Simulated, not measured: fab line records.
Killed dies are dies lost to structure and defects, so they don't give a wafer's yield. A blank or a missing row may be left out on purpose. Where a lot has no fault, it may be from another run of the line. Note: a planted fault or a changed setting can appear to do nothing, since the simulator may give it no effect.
fab line records	flow sky130
[record] lots = 10	wafers = 30	lastDay = 50
route steps=708 shown CAP2M@604 PAD_OPEN@708
lots that met no fault: from a run of the same line without faults
startH: hours from the record's first day to the start of the lot's first wafer shown	waitH: how many hours have passed since the lot's step before this one	" as in the row above	L1.1+2: several wafers, shown together as one row	- no value, or no start given	* or withheld: withheld	< > ~ a bound
route shown NAME@n: a module of which the file shows steps, and the number in the route of the first	usual: the fault-free wafers' mean and standard deviation	same: alike in all rows	chamber/n: place in a boat	sites: each site's reading	_std_site: their standard deviation	_edge_site: the outer-site mean with the inner-site mean subtracted	radiusMm: for every site, how far away it sits from the centre of the wafer	mask NAME#n: copy n	behind: the most recent tool/chamber to have shaped the wafer	hold: why the lot was held/for how many hours/how that ended	device: which transistor (n, p or np) failed to switch	end of line: the tests these same wafers got at the end of their route	for a step that has no rows: nothing shown but its recipe	killed: dies lost to structure and defects at the first sort, not the wafer's yield	map: dies across one wafer; x = killed, . = not, _ = none there
set.NAME: setting as actually run; set.NAME@STEP: the setting as run at that earlier step	model.NAME: the simulator's own value behind a step, which no gauge read
one table for each step of the route and one row for each wafer, over a sample of lots
services: a tool's chamber out of use, with start hour (startH, from the record's first day; less than 0 if before it), hours out, and reason
[[steps]]
[step SKY_CAP2M_THK_MEAS_01]
[recipe] reads = SiO2_of_CAP2M_CVD_00
[usual] CAP2M_CVD_00_THK = 15.54/0.22
lot.wafer	tool	chamber	startH	waitH	CAP2M_CVD_00_THK[nm]
L330.1	filmMetro-03	-	924.88	-	15.55
L330.5	"	-	"	"	15.85
L330.6	"	-	"	"	15.87
L331.3	filmMetro-04	-	934.93	-	15.30
L331.4	"	-	"	"	15.58
L331.6	"	-	"	"	15.69
L336.1	filmMetro-03	-	977.01	-	15.60
L336.2	"	-	"	"	15.54
L336.6	"	-	"	"	15.53
L337.1	filmMetro-03	-	979.38	-	15.49
L337.2	"	-	"	"	15.70
L337.4	"	-	"	"	15.67
L338.1	filmMetro-04	-	1005.31	-	15.33
L338.4	"	-	"	"	15.67
L338.6	"	-	"	"	15.50
L339.1	filmMetro-04	-	1007.62	-	15.59
L339.2	"	-	"	"	15.51
L339.3	"	-	"	"	15.55
L347.2	filmMetro-03	-	1047.86	-	15.35
L347.3	"	-	"	"	15.49
L347.6	"	-	"	"	15.78
L349.2	filmMetro-02	-	1060.29	-	15.20
L349.3	"	-	"	"	15.12
L349.5	"	-	"	"	15.72
L351.1	filmMetro-04	-	1071.07	-	15.43
L351.2	"	-	"	"	15.29
L351.4	"	-	"	"	15.67
L352.2	filmMetro-04	-	1077.39	-	15.29
L352.3	"	-	"	"	15.26
L352.4	"	-	"	"	15.37
[step SKY_CAP2M_SPUTTER_02]
[recipe] material = TiN	targetThkNm = 200	tempC = 300	powerW = 6652	timeS = 166.7	chamberPressurePa = 0.4
[usual] cathodeDcPowerW = 6652.1/1.2	throttleValvePct = 30.1/1
lot.wafer	tool	chamber	startH	waitH	cathodeDcPowerW	throttleValvePct
L330.1	pvdSputter-03	-	924.94	0.1	6653.6	29.5
L330.5	"	-	"	"	6652.4	31.1
L330.6	"	-	"	"	6650.4	31.4
L331.3	pvdSputter-01	-	934.97	0.0	6653.2	28.5
L331.4	"	-	"	"	6651.0	30.0
L331.6	"	-	"	"	6651.7	30.7
L336.1	pvdSputter-04	-	977.07	0.1	6652.1	27.3
L336.2	"	-	"	"	6650.9	31.2
L336.6	"	-	"	"	6653.0	27.0
L337.1	pvdSputter-01	-	979.44	0.1	6651.3	28.6
L337.2	"	-	"	"	6651.5	30.2
L337.4	"	-	"	"	6650.3	30.5
L338.1	pvdSputter-03	-	1005.37	0.1	6651.9	30.8
L338.4	"	-	"	"	6651.2	31.2
L338.6	"	-	"	"	6649.5	30.1
L339.1	pvdSputter-01	-	1007.68	0.1	6652.3	29.9
L339.2	"	-	"	"	6652.3	30.2
L339.3	"	-	"	"	6651.3	30.6
L347.2	pvdSputter-01	-	1047.91	0.0	6653.4	28.7
L347.3	"	-	"	"	6653.5	30.1
L347.6	"	-	"	"	6654.5	30.0
L349.2	pvdSputter-03	-	1060.34	0.0	6654.1	30.0
L349.3	"	-	"	"	6652.0	29.9
L349.5	"	-	"	"	6653.3	29.9
L351.1	pvdSputter-03	-	1071.13	0.1	6653.5	31.4
L351.2	"	-	"	"	6653.1	29.4
L351.4	"	-	"	"	6652.6	31.1
L352.2	pvdSputter-03	-	1077.44	0.0	6650.9	29.9
L352.3	"	-	"	"	6652.4	31.0
L352.4	"	-	"	"	6654.0	29.8
[step SKY_CAP2M_RS_MEAS_03]
[recipe] thkMeasGauge = four-point-probe	reads = TiN_of_CAP2M_SPUTTER_02
[usual] CAP2M_TIN_RS = 6.75/0.066
lot.wafer	tool	chamber	startH	waitH	CAP2M_TIN_RS[ohm/sq]
L330.1	filmMetro-04	-	925.04	0.1	6.76
L330.5	"	-	"	"	6.77
L330.6	"	-	"	"	6.80
L331.3	filmMetro-02	-	935.12	0.1	6.77
L331.4	"	-	"	"	6.83
L331.6	"	-	"	"	6.81
L336.1	filmMetro-02	-	977.18	0.1	6.87
L336.2	"	-	"	"	6.92
L336.6	"	-	"	"	6.86
L337.1	filmMetro-03	-	979.55	0.1	6.77
L337.2	"	-	"	"	6.76
L337.4	"	-	"	"	6.74
L338.1	filmMetro-03	-	1005.48	0.1	6.72
L338.4	"	-	"	"	6.74
L338.6	"	-	"	"	6.69
L339.1	filmMetro-02	-	1007.79	0.1	6.79
L339.2	"	-	"	"	6.84
L339.3	"	-	"	"	6.87
L347.2	filmMetro-02	-	1048.04	0.1	6.71
L347.3	"	-	"	"	6.28
L347.6	"	-	"	"	6.65
L349.2	filmMetro-03	-	1060.47	0.1	6.73
L349.3	"	-	"	"	6.72
L349.5	"	-	"	"	6.70
L351.1	filmMetro-04	-	1071.24	0.1	6.67
L351.2	"	-	"	"	6.73
L351.4	"	-	"	"	6.71
L352.2	filmMetro-02	-	1077.57	0.1	6.74
L352.3	"	-	"	"	6.74
L352.4	"	-	"	"	6.81
[step SKY_CAP2M_THK_MEAS_04]
[recipe] thkMeasGauge = xrf	reads = TiN_of_CAP2M_SPUTTER_02
[usual] CAP2M_TIN_THK = 199.8/2
lot.wafer	tool	chamber	startH	waitH	CAP2M_TIN_THK[nm]
L330.1	filmMetro-04	-	925.16	0.1	199.5
L330.5	"	-	"	"	199.1
L330.6	"	-	"	"	198.6
L331.3	filmMetro-02	-	935.22	0.1	198.4
L331.4	"	-	"	"	196.1
L331.6	"	-	"	"	195.9
L336.1	filmMetro-02	-	977.30	0.1	196.6
L336.2	"	-	"	"	195.1
L336.6	"	-	"	"	196.6
L337.1	filmMetro-03	-	979.67	0.1	199.1
L337.2	"	-	"	"	200.0
L337.4	"	-	"	"	198.9
L338.1	filmMetro-03	-	1005.60	0.1	201.3
L338.4	"	-	"	"	201.0
L338.6	"	-	"	"	201.7
L339.1	filmMetro-02	-	1007.91	0.1	197.4
L339.2	"	-	"	"	196.5
L339.3	"	-	"	"	196.2
L347.2	filmMetro-02	-	1048.15	0.1	199.1
L347.3	"	-	"	"	213.4
L347.6	"	-	"	"	201.3
L349.2	filmMetro-03	-	1060.58	0.1	200.9
L349.3	"	-	"	"	201.2
L349.5	"	-	"	"	202.1
L351.1	filmMetro-04	-	1071.36	0.1	203.6
L351.2	"	-	"	"	201.3
L351.4	"	-	"	"	201.8
L352.2	filmMetro-02	-	1077.68	0.1	200.1
L352.3	"	-	"	"	200.2
L352.4	"	-	"	"	197.8
[step SKY_CAP2M_OVL_MEAS_12]
[usual] CAP2M_OVL = -0.8/1.5
lot.wafer	tool	chamber	startH	waitH	CAP2M_OVL[nm]
L330.1	overlay-01	-	949.51	0.1	-2.7
L330.5	"	-	"	"	0.6
L330.6	"	-	"	"	0.3
L331.3	overlay-02	-	958.25	0.1	-1.4
L331.4	"	-	"	"	-1.2
L331.6	"	-	"	"	0.2
L336.1	overlay-01	-	1000.53	0.1	2.7
L336.2	"	-	"	"	1.1
L336.6	"	-	"	"	2.3
L337.1	overlay-01	-	1003.11	0.1	-2.8
L337.2	"	-	"	"	-0.6
L337.4	"	-	"	"	-2.1
L338.1	overlay-02	-	1028.48	0.1	-1.6
L338.4	"	-	"	"	-0.1
L338.6	"	-	"	"	0.7
L339.1	overlay-01	-	1030.22	0.1	-1.5
L339.2	"	-	"	"	-0.1
L339.3	"	-	"	"	-0.1
L347.2	overlay-02	-	1067.87	0.1	0.1
L347.3	"	-	"	"	0.7
L347.6	"	-	"	"	1.3
L349.2	overlay-01	-	1081.07	0.1	-0.5
L349.3	"	-	"	"	-0.7
L349.5	"	-	"	"	-0.4
L351.1	overlay-02	-	1089.02	0.1	-0.5
L351.2	"	-	"	"	0.8
L351.4	"	-	"	"	2.1
L352.2	overlay-01	-	1097.72	0.1	0.2
L352.3	"	-	"	"	0.5
L352.4	"	-	"	"	1.7
[step SKY_CAP2M_METAL_ETCH_13]
[recipe] targetDepthNm = 220	stopOn = SiO2	chemistry = Cl2/BCl3	target = TiN	pressureMtorr = 10	icpW = 900	biasW = 48.5	Cl2_flow_sccm = 60	bcl3FlowSccm = 30	timeS = 62.9
[usual] drypumpMotorCurrentA = 5.5/0.35	oesProductAu = 0.954/0.007	throttleValvePct = 21.892/0.0091
lot.wafer	tool	chamber	startH	waitH	drypumpMotorCurrentA	oesProductAu	rfHoursCounterH	throttleValvePct
L330.1	rieMetal-02	0	949.54	0.0	5.7	0.957	11	21.893
L330.5	"	0	"	"	5.6	0.951	-	21.909
L330.6	"	1	"	"	5.6	0.953	-	21.898
L331.3	rieMetal-02	0	958.30	0.0	5.6	0.950	-	21.900
L331.4	"	1	"	"	5.6	0.950	-	21.873
L331.6	"	1	"	"	5.6	0.952	-	21.903
L336.1	rieMetal-02	0	1000.57	0.0	5.6	0.952	14	21.899
L336.2	"	1	"	"	5.6	0.939	8	21.895
L336.6	"	0	"	"	5.6	0.956	-	21.899
L337.1	rieMetal-02	0	1003.15	0.0	5.6	0.952	14	21.882
L337.2	"	1	"	"	5.6	0.955	8	21.879
L337.4	"	1	"	"	5.6	0.953	-	21.885
L338.1	rieMetal-01	1	1028.52	0.0	5.2	0.950	6	21.888
L338.4	"	0	"	"	5.6	0.955	-	21.886
L338.6	"	1	"	"	5.2	0.955	-	21.894
L339.1	rieMetal-02	0	1030.25	0.0	5.6	0.939	15	21.896
L339.2	"	1	"	"	5.6	0.950	9	21.899
L339.3	"	1	"	"	5.6	0.945	-	21.893
L347.2	rieMetal-01	1	1067.90	0.0	5.2	0.965	9	21.895
L347.3	"	1	"	"	5.2	0.997	-	21.873
L347.6	"	0	"	"	5.6	0.961	-	21.891
L349.2	rieMetal-01	1	1081.10	0.0	5.2	0.960	10	21.883
L349.3	"	0	"	"	5.6	0.963	-	21.902
L349.5	"	0	"	"	5.6	0.962	-	21.890
L351.1	rieMetal-02	0	1089.05	0.0	5.6	0.957	18	21.879
L351.2	"	1	"	"	5.6	0.957	12	21.891
L351.4	"	0	"	"	5.6	0.957	-	21.890
L352.2	rieMetal-01	1	1097.75	0.0	5.2	0.954	11	21.887
L352.3	"	0	"	"	5.6	0.961	-	21.898
L352.4	"	1	"	"	5.2	0.951	-	21.892
[step SKY_CAP2M_STRIP_14]
[recipe] chemistry = O2/N2	powerW = 1400	pressureMtorr = 1500	platenTempC = withheld	o2FlowSccm = 3000	n2FlowSccm = 300	overashFraction = 0.5
[usual] drypumpMotorCurrentA = 5.6/0.32	oesProductAu = 0.710/0.0042	stripTimeToEndpointS = 12.67/0.043
lot.wafer	tool	chamber	startH	waitH	drypumpMotorCurrentA	oesProductAu	rfHoursCounterH	stripTimeToEndpointS
L330.1	plasmaAsher-03	0	949.62	0.1	6.0	0.708	109	12.67
L330.5	"	1	"	"	5.9	0.714	-	12.67
L330.6	"	0	"	"	6.0	0.709	-	12.71
L331.3	plasmaAsher-04	0	958.38	0.1	5.0	0.707	-	12.63
L331.4	"	1	"	"	5.6	0.705	-	12.67
L331.6	"	1	"	"	5.6	0.709	-	12.66
L336.1	plasmaAsher-01	0	1000.65	0.1	5.6	0.701	83	12.63
L336.2	"	1	"	"	5.4	0.708	83	12.59
L336.6	"	0	"	"	5.6	0.706	-	12.61
L337.1	plasmaAsher-01	0	1003.22	0.1	5.7	0.714	84	12.70
L337.2	"	1	"	"	5.4	0.715	84	12.75
L337.4	"	1	"	"	5.4	0.710	-	12.69
L338.1	plasmaAsher-03	1	1028.60	0.1	5.9	0.705	117	12.71
L338.4	"	0	"	"	6.0	0.714	-	12.73
L338.6	"	0	"	"	6.0	0.712	-	12.68
L339.1	plasmaAsher-01	0	1030.33	0.1	5.7	0.707	87	12.62
L339.2	"	1	"	"	5.4	0.711	87	12.61
L339.3	"	1	"	"	5.4	0.705	-	12.60
L347.2	plasmaAsher-03	0	1067.97	0.1	6.0	0.705	0	12.64
L347.3	"	1	"	"	5.9	0.708	-	12.74
L347.6	"	0	"	"	6.0	0.710	-	12.70
L349.2	plasmaAsher-04	1	1081.18	0.1	5.6	0.710	67	12.61
L349.3	"	0	"	"	5.0	0.712	-	12.67
L349.5	"	0	"	"	5.0	0.709	-	12.63
L351.1	plasmaAsher-03	1	1089.13	0.1	5.9	0.701	2	12.64
L351.2	"	0	"	"	6.0	0.707	2	12.65
L351.4	"	1	"	"	5.9	0.702	-	12.67
L352.2	plasmaAsher-01	0	1097.83	0.1	5.7	0.713	93	12.65
L352.3	"	0	"	"	5.7	0.708	-	12.67
L352.4	"	1	"	"	5.4	0.712	-	12.65
[step SKY_PAD_OPEN_PROBE_99]
[usual] defectLimitedYield = 82.5/1.9	killed_at_M0_to_M3 = 44/6.6	killed_at_M4_up = 3.0/2	killedAtContacts = 24/5.1	killedAtFrontEnd = 15/4.1	killedAtOther = 0.4/0.62	killedDies = 86/9.3	killedOpen = 46/6.8	killedShort = 40/5.8	sort_bin_3_pad_short = 0.8/0.4	sort_bin_5_function = 10.3/1.4	sort_bin_6_memory = 6.4/1	sortNPass = 406/9.3	sortYieldPct = 82.5/1.9
[same] grossDies = 492	killedAtBackSide = 0	sort_bin_4_leakage[%] = 0	sort_bin_8_speed[%] = 0
lot.wafer	tool	chamber	startH	waitH	defectLimitedYield[%]	killed_at_M0_to_M3	killed_at_M4_up	killedAtContacts	killedAtFrontEnd	killedAtOther	killedDies	killedOpen	killedShort	sort_bin_3_pad_short[%]	sort_bin_5_function[%]	sort_bin_6_memory[%]	sortNPass	sortYieldPct[%]
L349.2	prober-01	-	1180.98	0.1	85.2	39	4	17	12	1	73	41	31	0.4	8.9	5.5	419	85.2
L349.3	prober-01	-	1181.03	0.2	82.9	41	4	28	11	0	84	50	33	0.8	8.9	7.3	408	82.9
L349.5	prober-01	-	1181.13	0.2	81.3	52	1	22	16	1	92	49	43	1.0	11.0	6.7	400	81.3
// killed by level:class
L349.2 VIA2:geometricParticle:open=12 CONTACT:geometricParticle:open=10 METAL1:geometricParticle:short=6 VIA1:geometricParticle:open=5 VIA3:geometricParticle:open=5 LI_CONTACT:geometricParticle:open=4 POLY_GATE:geometricParticle:short=4 VIA1:geometricParticle:short=4
L349.3 CONTACT:geometricParticle:open=13 VIA2:geometricParticle:open=11 METAL1:geometricParticle:short=7 CONTACT:geometricParticle:short=5 VIA1:geometricParticle:open=5 VIA3:geometricParticle:open=5 LI_CONTACT:geometricParticle:open=4 VIA1:geometricParticle:short=4
L349.5 CONTACT:geometricParticle:open=11 VIA3:geometricParticle:open=9 VIA1:geometricParticle:open=8 METAL1:geometricParticle:short=7 METAL2:geometricParticle:short=7 VIA2:geometricParticle:open=6 FIELD_ISO:geometricParticle:open=4 LOCAL_INTERCONNECT:geometricParticle:short=4
[[services]]
tool	chamber	startH	hours	kind
pvdSputter-04	-	903.38	32.2	repair
plasmaAsher-03	-	903.62	2.8	pm
rieMetal-02	1	905.05	10.4	repair
pvdSputter-01	-	915.19	2.7	repair
plasmaAsher-04	-	917.96	3.3	repair
pvdSputter-01	-	923.58	3.6	repair
pvdSputter-01	3	970.77	-	consumableReplace:kit
pvdSputter-01	3	970.77	18.0	scheduledDown
pvdSputter-01	3	970.77	18.0	ventCycle
rieMetal-02	-	978.21	2.8	pm
pvdSputter-03	2	991.43	-	consumableReplace:kit
pvdSputter-03	2	991.43	18.0	scheduledDown
pvdSputter-03	2	991.43	18.0	ventCycle
plasmaAsher-04	-	1002.30	2.8	pm
rieMetal-01	-	1033.87	2.8	pm
rieMetal-02	-	1044.76	1.2	repair
plasmaAsher-03	-	1055.34	9.0	pm
plasmaAsher-03	0	1055.34	9.0	ventCycle
plasmaAsher-03	1	1055.34	9.0	ventCycle
plasmaAsher-03	0	1064.34	-	clean
plasmaAsher-03	1	1064.34	-	clean
rieMetal-02	-	1067.04	14.8	repair
rieMetal-01	-	1076.49	0.7	repair
pvdSputter-03	-	1096.70	3.5	repair
[[key]]
[firstSign] step = SKY_CAP2M_RS_MEAS_03	reading = CAP2M_TIN_RS	direction = down	sigmas = 7	usual = 6.75	struck = 6.28
[effect] step = SKY_CAP2M_THK_MEAS_04	reading = CAP2M_TIN_THK	direction = up	sigmas = 6.7	usual = 199.8	struck = 213.4
[effect] step = SKY_CAP2M_METAL_ETCH_13	reading = oesProductAu	direction = up	sigmas = 6.2	usual = 0.954	struck = 0.997
metAt SKY_CAP2M_SPUTTER_02
struckLots L347
struckWafers L347.3
notActingAt SKY_CAP2M_THK_MEAS_01,SKY_CAP2M_OVL_MEAS_12,SKY_CAP2M_STRIP_14
onsetBetween 1007.68 1047.91
[fault] kind = processParameterDrift	tool = pvdSputter-01	chamber = -	onsetH = 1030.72	steps = SKY_CAP2M_SPUTTER_02	channel = timeS	offset = *	shape = step	endH = 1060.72	actsIn = *	stated = *	scope = struckWafersOnly
